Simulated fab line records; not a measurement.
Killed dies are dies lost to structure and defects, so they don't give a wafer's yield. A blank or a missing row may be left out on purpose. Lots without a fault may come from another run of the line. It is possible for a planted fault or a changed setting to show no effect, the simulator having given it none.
Which tool was responsible?	flow gf180mcu	36 wafers sampled from 12 lots at 1 step of a route of 602

## WHAT THE GAUGES READ, wafer by wafer
GF_VT_IMPLANT_OVL_MEAS_29.
lot	measured	on	VT_IMPLANT_02_OVL (nm)
L075	day 6 21:52	overlay-01	-2.3 -0.2 0.9
L077	day 7 13:19	overlay-02	0.6 0.4 1.6
L079	day 8 03:43	overlay-01	1.9 2.1 1.6
L081	day 8 22:49	overlay-02	-0.1 0.7 -0.8
L083	day 9 09:40	overlay-02	-1.6 -0.1 0.7
L085	day 10 04:13	overlay-01	3.0 0.6 -0.1
L088	day 10 21:31	overlay-01	1.6 1.8 2.9
L090	day 11 09:28	overlay-01	1.1 0.4 2.2
L091	day 11 14:46	overlay-01	3.2 -2.3 2.2
L093	day 12 04:58	overlay-02	-3.4 -2.6 -0.9
L095	day 12 14:30	overlay-02	-1.4 -1.0 -0.7
L097	day 13 04:42	overlay-01	-1.0 0.5 1.4

## WHAT TOOL EACH LOT RAN ON (gives the tool, then ch and the chambers of the sampled wafers, and finally the start)
There is no process step in the record ahead of these readings.

## THE ANSWER, worked out from the rows above alone
Rule: what is usual is taken from the lots themselves. The widest of any qualifying gaps counts: lots, ordered by their means at a reading, are off when they make up no more than a third of the lots, leave a main group of 4 or more, and stand apart from it by 3 or more times the standard deviation of that group's means. If all means in a main group match to the digits the tables above print for the reading, that group is not used. A lot without any number at a reading at which 4 lots or more have one is off too. Where the step has rows for the other lots, those lots are counted as sound.
No lot is off at any reading shown: from this, nothing can be told.

## WHAT WAS PUT IN BY THE SIMULATOR
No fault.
